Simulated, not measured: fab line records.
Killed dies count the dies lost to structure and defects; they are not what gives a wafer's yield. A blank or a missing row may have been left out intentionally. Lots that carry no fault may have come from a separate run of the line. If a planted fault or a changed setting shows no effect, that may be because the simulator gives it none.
Code-filled problem report in 8D (eight disciplines) form :: flow gf180mcu :: the parts of the form that need people (team, actions taken, sign-off) are left out

## 1. WHAT IS WRONG
Mean LVPWELL_TW at GF_LVPWELL_TW_MEAS_11: 800 over 6 wafers in 2 lots; fault-free wafers: 557, standard deviation 5.8. Relative to the usual mean, that is a shift of +42 standard deviations.
First observed at day 7 00:09: wafer L786.1, on filmMetro-04. At this step, 36 wafers from 12 lots have a number in the record. Rule for "out" (also "out of limits"): further than 4 standard deviations from the usual mean. The other wafers with a number count as sound.

## 2. WHAT IT IS AND WHAT IT IS NOT
question: which readings at this step
is: LVPWELL_TW
is not: -

question: which lots
is: L786, L787
is not: L774, L775, L776, L780, L788, L789, L790, L791, L792, L794

question: which wafers of those lots
is: all that have a number
is not: -

question: read on which gauges
is: filmMetro-03, filmMetro-04
is not: filmMetro-02

question: when
is: from day 7 00:09
is not: up to then (12 sound wafers); but 18 sound wafers of L788, L789, L790, L791, L792, L794 came after

## 3. THE SUSPECTS, EACH WITH WHAT RULES IT OUT
Counting: a tool at a process step up to the reading stays a suspect if it ran every lot that is out and no sound lot after the first of them.
- the gauge at GF_LVPWELL_TW_MEAS_11: ruled out. 2 gauges (filmMetro-03, filmMetro-04) read the wafers that are out.
- implanter-01 at GF_LVPWELL_IMPLANT_08: kept. Every lot that is out went through it, starting with L786 (day 6 23:45), and after that it ran no sound lot; the last sound lot it ran before then is L775 (day 4 07:34). Out on those wafers are its own readings of doseIonsCm2, faradayCurrentUA.
Remaining after the count: implanter-01 at GF_LVPWELL_IMPLANT_08.

## 4. THE CAUSE (what the simulator had put in)
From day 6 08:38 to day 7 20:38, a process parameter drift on implanter-01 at GF_LVPWELL_IMPLANT_08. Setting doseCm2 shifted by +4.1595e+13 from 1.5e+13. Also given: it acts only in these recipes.
Counting left only this tool.

## 5. THE CHAIN OF EFFECTS, in route order
One row per reading whose mean, taken over the struck wafers that have a number, lies over 3 standard deviations from the usual. Scope: only readings with a usual standard deviation given in the record; hours: median across lots of the time from each lot's start at the first step in this table that gives one to its start at this step; sigmas: change in usual standard deviations.
hours: 0
step: GF_LVPWELL_IMPLANT_08
reading: doseIonsCm2
usual: 1.4996e+13
on struck wafers: 5.6602e+13
change: +4.1606e+13
sigmas: +99 or more

hours: 0
step: GF_LVPWELL_IMPLANT_08
reading: faradayCurrentUA
usual: 84.7
on struck wafers: 318.3
change: +233.6
sigmas: +99 or more

hours: 0
step: GF_LVPWELL_TW_MEAS_11
reading: LVPWELL_TW
usual: 557
on struck wafers: 800
change: +242
sigmas: +42

hours: 104
step: GF_VT_IMPLANT_RS_MEAS_48
reading: LVPWELL_RS
usual: 1197 ohm/sq
on struck wafers: 605
change: -592
sigmas: -99 or more
Its process steps:
- GF_LVPWELL_IMPLANT_08
Later measuring or inspecting steps at which every struck wafer that the step has a row for has a number for every such reading, and none has moved that far: GF_NSD_CD_MEAS_07, GF_PSD_CD_MEAS_07.

## 6. WHAT WOULD HAVE CAUGHT IT SOONER
16 hours passed between the start of the fault at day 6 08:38 and the first reading out of limits at a measuring or inspecting step in this record, taken at day 7 00:09.
The tool's own readings at GF_LVPWELL_IMPLANT_08 were out on every struck wafer that the step has a row for (doseIonsCm2, faradayCurrentUA): an alarm limit on them would have fired on the first of those.
Of the lots that are out (2), L787 began GF_LVPWELL_IMPLANT_08 on implanter-01 after day 7 00:09. A tool hold placed at that time would have kept it from harm.
